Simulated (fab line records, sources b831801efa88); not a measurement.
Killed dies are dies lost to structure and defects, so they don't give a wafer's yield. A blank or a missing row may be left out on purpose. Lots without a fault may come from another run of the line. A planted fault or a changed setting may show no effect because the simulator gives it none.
One fault seen from 2 desks | flow sky130 | each desk has only its own numbers; what lay behind them comes last

THE TOOL OWNER'S DESK: rie_diel-01
The tool's own readings at SKY_VIA3_ETCH_14 (etches BARC in N2/H2, stops on SiO2, time 45.9 s, target depth 60 nm): means of the sampled wafers that have a number, for each lot that ran on this tool. A lot is out of limits, marked OUT, if its mean lies more than 4 standard deviations from the usual mean; the brackets give that distance.
Columns: A = drypump_motor_current_A at SKY_VIA3_ETCH_14, usual 5.8 A; B = oes_product_au at SKY_VIA3_ETCH_14, usual 0.855 a.u.; C = run_length_s at SKY_VIA3_ETCH_14, usual 74.2 s; D = throttle_valve_pct at SKY_VIA3_ETCH_14, usual 13.224 %
lot  | first seen here | A   | B                | C    | D
L816 | day 42 19:55    | 5.4 | 0.884 (+6.4) OUT | 72.5 | 13.233
L828 | day 45 13:16    | 6.1 | 0.854            | 74.1 | 13.229
This desk's finding: out of limits on L816; first on L816, day 42 19:55 (oes_product_au at SKY_VIA3_ETCH_14). In limits: L828.

THE METROLOGY DESK
What the gauges read, lot by lot, whatever tool the lot ran on: means of the sampled wafers that have a number. A lot is out of limits, marked OUT, if its mean lies more than 4 standard deviations from the usual mean; the brackets give that distance.
Columns: A = VIA3_BOW at SKY_VIA3_BOW_MEAS_03, usual 78 um; B = cd_nm at SKY_VIA3_CD_MEAS_12, usual 200.6 nm; C = VIA3_OVL at SKY_VIA3_OVL_MEAS_13, usual 2 nm
lot  | first seen here | A  | B     | C
L816 | day 41 20:49    | 81 | 201.5 | 5
L821 | day 42 17:08    | 82 | 201.8 | 3
L823 | day 43 07:42    | 77 | 199.3 | 2
L826 | day 44 12:33    | 84 | 200.8 | 2
L828 | day 44 15:39    | 79 | 200.1 | 0
This desk's finding: nothing out of limits on any of the 5 lots.

PUT TOGETHER
The tool owner's desk could have raised an alarm at day 42 19:55, on L816.
The metrology desk saw nothing out of limits.
The metrology desk has L816 on record, within its limits.
Of the lots named, all ran SKY_VIA3_ETCH_14 on rie_diel-01.

WHAT THE SIMULATOR HAD PUT IN
Process parameter drift: rie_diel-01, from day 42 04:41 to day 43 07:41, at SKY_VIA3_ETCH_14. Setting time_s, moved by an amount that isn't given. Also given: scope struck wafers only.
Lots struck among those shown: L816.
Hours from the fault's start to each desk's first reading out of limits: the tool owner's desk, 15.
